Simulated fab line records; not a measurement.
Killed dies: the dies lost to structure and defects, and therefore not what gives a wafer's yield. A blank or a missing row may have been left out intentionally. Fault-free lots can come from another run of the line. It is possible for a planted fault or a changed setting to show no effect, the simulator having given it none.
fab line records | flow sky130
[record] lots = 5 wafers = 15 last-day = 50
route steps=708 shown PWDE@84 VT_ADJUST_HVTP@85 VT_ADJUST_LVTN@97
lots untouched by any fault: they come from a run of this same line in which no faults occurred
start-h: start of the lot's first displayed wafer, in hours after the record's first day | wait-h: how many hours have passed since the lot's step before this one | " as in the row above | L1.1+2: a single row standing in for several wafers | - no value present, or no start provided | * or withheld: withheld | < > ~ a bound
route shown NAME@n: a module of which the file shows steps, and the number in the route of the first | usual: mean/standard deviation taken from wafers without a fault | same: alike in all rows | chamber/n: place in a boat | sites: readings site by site | _std_site: the values' standard deviation | _edge_site: inner sites' mean taken away from outer sites' mean | radius-mm: how far each site lies from the wafer's centre | mask NAME#n: copy n | behind: tool/chamber where the wafer was last shaped | hold: cause of the lot's hold/its duration in hours/its outcome | device: the n, p or np transistor that did not switch | end of line: the route-end tests of the same wafers | a step without rows: its recipe alone | killed: at the first sort, the dies lost to defects and structure; wafer yield is something else | map: per-die view of a wafer (x killed, . not killed, _ where there is no die)
set.NAME: the setting as run; set.NAME@STEP: as run at that earlier step | model.NAME: the simulator's own value behind a step, which no gauge read
lots at selected steps of the route; one table per step, one row per wafer
services: the hour from which a tool's chamber was out of use, counted from the record's first day as start-h (under 0 if before that day), plus the number of hours and why
[[steps]]
[step SKY_NWELL_RS_MEAS_31]
[recipe] thk-meas-gauge = four-point-probe
[usual] PWDE_RS = 5275/18
// columns lot.wafer tool chamber start-h wait-h PWDE_RS[ohm/sq]
L296.1 film-metro-02 - 118.43 0.1 5293
L296.2 " - " " 5289
L296.3 " - " " 5273
L299.2 film-metro-02 - 137.39 0.1 5288
L299.4 " - " " 5278
L299.6 " - " " 5274
L310.2 film-metro-03 - 210.68 0.1 5275
L310.3 " - " " 5282
L310.4 " - " " 5267
L311.2 film-metro-04 - 217.34 0.1 5274
L311.4 " - " " 5282
L311.6 " - " " 5310
L316.1 film-metro-03 - 245.27 0.1 5251
L316.4 " - " " 5259
L316.5 " - " " 5269
[step SKY_VT_ADJUST_HVTP_DEHYDRATE_00]
[recipe] temp-c = 200 time-s = 60
[step SKY_VT_ADJUST_HVTP_HMDS_01]
[recipe] prime-time-s = 60 prime-temp-c = 120
[step SKY_VT_ADJUST_HVTP_COAT_02]
[recipe] resist = NOVOLAK spin-rpm = 3000 resist-thk-nm = 1140
[step SKY_VT_ADJUST_HVTP_SOFTBAKE_03]
[recipe] temp-c = 90 time-s = 60 resist = NOVOLAK
[step SKY_VT_ADJUST_HVTP_EXPOSE_04]
[recipe] mask-id = HVTPM na = 0.6 source-shape = conventional sigma-outer = 0.6 polarization = unpolarized target-cd-nm = 380 dose-mj = 140
[step SKY_VT_ADJUST_HVTP_PEB_05]
[recipe] temp-c = withheld time-s = * resist = NOVOLAK
[step SKY_VT_ADJUST_HVTP_DEVELOP_06]
[recipe] resist = NOVOLAK developer = TMAH develop-time-s = 60 dev-temp-c = 23.56
[step SKY_VT_ADJUST_HVTP_CD_MEAS_07]
[recipe] target-cd-nm = 380
[usual] cd-nm = 379.8/2.8
// columns lot.wafer tool chamber start-h wait-h cd-nm
L296.1 cd-sem-02 - 136.92 0.1 381.3
L296.2 " - " " 381.2
L296.3 " - " " 378.1
L299.2 cd-sem-02 - 156.79 0.1 378.4
L299.4 " - " " 375.6
L299.6 " - " " 378.4
L310.2 cd-sem-01 - 233.42 0.1 384.3
L310.3 " - " " 383.0
L310.4 " - " " 386.1
L311.2 cd-sem-02 - 239.99 0.1 379.1
L311.4 " - " " 378.7
L311.6 " - " " 378.6
L316.1 cd-sem-01 - 268.82 0.1 379.8
L316.4 " - " " 381.1
L316.5 " - " " 378.4
[step SKY_VT_ADJUST_HVTP_OVL_MEAS_08]
[usual] VT_ADJUST_HVTP_OVL = -0.1/1.5
// columns lot.wafer tool chamber start-h wait-h VT_ADJUST_HVTP_OVL[nm]
L296.1 overlay-02 - 137.04 0.1 1.8
L296.2 " - " " 2.5
L296.3 " - " " 2.9
L299.2 overlay-01 - 156.89 0.1 -2.6
L299.4 " - " " -0.8
L299.6 " - " " -1.9
L310.2 overlay-02 - 233.53 0.1 0.3
L310.3 " - " " 0.2
L310.4 " - " " 1.0
L311.2 overlay-02 - 240.10 0.1 -3.7
L311.4 " - " " 0.7
L311.6 " - " " -0.3
L316.1 overlay-02 - 268.94 0.1 -1.4
L316.4 " - " " -0.9
L316.5 " - " " -0.1
[step SKY_VT_ADJUST_HVTP_IMPLANT_09]
[recipe] species = As energy-kev = 150 dose-cm2 = 4.3e+12 tilt-deg = withheld
[step SKY_VT_ADJUST_HVTP_STRIP_10]
[recipe] chemistry = O2/N2 power-w = 1400 pressure-mtorr = 1500 platen-temp-c = withheld o2-flow-sccm = 3000 n2-flow-sccm = 300 overash-fraction = 0.5
[usual] drypump-motor-current-A = 5.49/0.28 oes-product-au = 0.715/0.004 strip-time-to-endpoint-s = 14.18/0.04
// columns lot.wafer tool chamber start-h wait-h drypump-motor-current-A oes-product-au rf-hours-counter-h strip-time-to-endpoint-s model.NOVOLAK_of_VT_ADJUST_HVTP_COAT_02.thk-nm
L296.1 plasma-asher-01 0 137.22 0.1 5.48 0.721 35 14.16 0
L296.2 " 1 " " 6.24 0.715 35 14.22 0
L296.3 " 0 " " 5.43 0.718 - 14.23 0
L299.2 plasma-asher-03 0 157.07 0.1 5.85 0.711 1 14.19 0
L299.4 " 1 " " 5.30 0.723 - 14.19 0
L299.6 " 0 " " 5.88 0.708 - 14.18 0
L310.2 plasma-asher-02 1 233.71 0.1 5.41 0.712 54 14.13 0
L310.3 " 1 " " 5.43 0.716 - 14.10 0
L310.4 " 0 " " 5.30 0.718 - 14.11 0
L311.2 plasma-asher-01 1 240.28 0.1 6.25 0.906 46 - 605.4
L311.4 " 1 " " 6.23 0.919 - - 606.2
L311.6 " 1 " " 6.21 0.921 - - 604.2
L316.1 plasma-asher-02 1 269.13 0.1 5.43 0.718 58 14.20 0
L316.4 " 1 " " 5.45 0.719 - 14.13 0
L316.5 " 0 " " 5.30 0.713 - 14.20 0
[step SKY_VT_ADJUST_HVTP_TW_MEAS_11]
[usual] VT_ADJUST_HVTP_TW = 1357/9.1
// columns lot.wafer tool chamber start-h wait-h VT_ADJUST_HVTP_TW
L296.1 film-metro-03 - 137.32 0.1 1359
L296.2 " - " " 1352
L296.3 " - " " 1355
L299.2 film-metro-04 - 157.18 0.1 1360
L299.4 " - " " 1367
L299.6 " - " " 1354
L310.2 film-metro-03 - 233.82 0.1 1352
L310.3 " - " " 1350
L310.4 " - " " 1355
L311.2 film-metro-04 - 240.39 0.1 1355
L311.4 " - " " 1352
L311.6 " - " " 1355
L316.1 film-metro-03 - 269.23 0.1 1336
L316.4 " - " " 1335
L316.5 " - " " 1335
[step SKY_VT_ADJUST_LVTN_DEHYDRATE_00]
[recipe] temp-c = 200 time-s = 60
[step SKY_VT_ADJUST_LVTN_HMDS_01]
[recipe] prime-time-s = 60 prime-temp-c = 120
[step SKY_VT_ADJUST_LVTN_COAT_02]
[recipe] spin-rpm = 2000 resist-thk-nm = 3000
[step SKY_VT_ADJUST_LVTN_SOFTBAKE_03]
[recipe] temp-c = 110 time-s = withheld
[step SKY_VT_ADJUST_LVTN_EXPOSE_04]
[recipe] mask-id = NWM_COMPLEMENT_LESS_NATIVE na = 0.6 source-shape = conventional sigma-outer = 0.6 polarization = unpolarized target-cd-nm = 840 dose-mj = 194
[step SKY_VT_ADJUST_LVTN_PEB_05]
[recipe] temp-c = 115 time-s = withheld
[step SKY_VT_ADJUST_LVTN_DEVELOP_06]
[recipe] wall-angle-deg = 90 developer = TMAH develop-time-s = 60 dev-temp-c = 23
[step SKY_VT_ADJUST_LVTN_OVL_MEAS_07]
[usual] VT_ADJUST_LVTN_OVL = 0.2/1.3
// columns lot.wafer tool chamber start-h wait-h VT_ADJUST_LVTN_OVL[nm]
L296.1 overlay-02 - 156.83 - 0.6
L296.2 " - " " 0.3
L296.3 " - " " -0.5
L299.2 overlay-02 - 176.97 - 2.1
L299.4 " - " " -0.9
L299.6 " - " " 1.7
L310.2 overlay-01 - 256.67 - 0.0
L310.3 " - " " -0.2
L310.4 " - " " -2.1
L311.2 overlay-02 - 263.84 - -0.1
L311.4 " - " " -0.4
L311.6 " - " " 0.3
L316.1 overlay-02 - 293.87 - 1.0
L316.4 " - " " 3.2
L316.5 " - " " 2.4
[step SKY_VT_ADJUST_LVTN_IMPLANT_08]
[recipe] species = B energy-kev = 30 dose-cm2 = 1.57e+12 tilt-deg = withheld
[step SKY_VT_ADJUST_LVTN_STRIP_09]
[recipe] chemistry = O2/N2 power-w = 1400 pressure-mtorr = 1500 platen-temp-c = withheld o2-flow-sccm = 3000 n2-flow-sccm = 300 overash-fraction = 0.5
[usual] drypump-motor-current-A = 5.6/0.3 oes-product-au = 0.723/0.0051 strip-time-to-endpoint-s = 36.92/0.1
// columns lot.wafer tool chamber start-h wait-h drypump-motor-current-A oes-product-au rf-hours-counter-h strip-time-to-endpoint-s
L296.1 plasma-asher-04 0 157.02 0.1 5.7 0.711 47 36.89
L296.2 " 1 " " 6.1 0.724 47 36.86
L296.3 " 0 " " 5.7 0.715 - 36.91
L299.2 plasma-asher-03 1 177.15 0.1 5.3 0.723 3 36.87
L299.4 " 1 " " 5.3 0.727 - 36.75
L299.6 " 0 " " 5.9 0.726 - 36.78
L310.2 plasma-asher-04 1 256.85 0.1 6.2 0.716 57 36.90
L310.3 " 1 " " 6.1 0.720 - 36.89
L310.4 " 0 " " 5.7 0.727 - 36.96
L311.2 plasma-asher-03 0 264.02 0.1 5.9 0.731 11 45.86
L311.4 " 0 " " 5.9 0.726 - 45.86
L311.6 " 1 " " 5.3 0.730 - 45.83
L316.1 plasma-asher-02 0 294.05 0.1 5.3 0.728 60 36.90
L316.4 " 0 " " 5.3 0.726 - 37.01
L316.5 " 0 " " 5.3 0.725 - 36.95
[step SKY_VT_ADJUST_LVTN_TW_MEAS_10]
[usual] VT_ADJUST_LVTN_TW = 242.0/1.7
// columns lot.wafer tool chamber start-h wait-h VT_ADJUST_LVTN_TW
L296.1 film-metro-02 - 157.12 0.1 242.4
L296.2 " - " " 241.4
L296.3 " - " " 240.9
L299.2 film-metro-01 - 177.26 0.1 244.1
L299.4 " - " " 244.5
L299.6 " - " " 243.6
L310.2 film-metro-04 - 256.96 0.1 241.7
L310.3 " - " " 240.2
L310.4 " - " " 238.4
L311.2 film-metro-01 - 264.13 0.1 30.3
L311.4 " - " " 30.4
L311.6 " - " " 30.4
L316.1 film-metro-04 - 294.15 0.1 239.7
L316.4 " - " " 239.3
L316.5 " - " " 240.3
[step SKY_VT_ADJUST_LVTN_DEHYDRATE_11]
[recipe] temp-c = 200 time-s = 60
[[services]]
// columns tool chamber start-h hours kind
plasma-asher-01 - 115.77 0.7 repair
plasma-asher-03 0 117.75 - clean
plasma-asher-03 1 117.75 - clean
plasma-asher-02 - 126.79 0.8 repair
plasma-asher-03 - 126.83 28.1 pm
plasma-asher-02 - 155.53 4.3 repair
plasma-asher-01 - 248.62 2.9 repair
[[key]]
[first-sign] step = SKY_VT_ADJUST_HVTP_STRIP_10 reading = oes-product-au direction = up sigmas = 51 usual = 0.715 struck = 0.915
[effect] step = SKY_VT_ADJUST_LVTN_STRIP_09 reading = strip-time-to-endpoint-s direction = up sigmas = 86 usual = * struck = *
[effect] step = SKY_VT_ADJUST_LVTN_TW_MEAS_10 reading = VT_ADJUST_LVTN_TW direction = down sigmas = 99+ usual = 242.0 struck = 30.3
[model-effect] step = SKY_VT_ADJUST_HVTP_STRIP_10 value = NOVOLAK_of_VT_ADJUST_HVTP_COAT_02.thk-nm without = 0 struck = 605.3
met-at SKY_VT_ADJUST_HVTP_STRIP_10
struck-wafers L311.2,L311.4,L311.6
sort-left-out L311.2,L311.4,L311.6
tester-left-out L311
onset-between 137.22 240.28
[fault] kind = strip-aborted tool = plasma-asher-01 chamber = - onset-h = 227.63 steps = SKY_VT_ADJUST_HVTP_STRIP_10 offset = 0.77243 end-h = 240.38
// tester-left-out: of these lots the tester's yield and bins aren't shown, on N5 and GAA mostly nor the transistor test; their killed dies are dies lost to structure and defects alone, not to doping, threshold or leakage, so they don't give the yield
// sort-left-out: the simulated sort isn't trusted on such a fault, so these wafers' sort isn't shown, and their yield isn't known
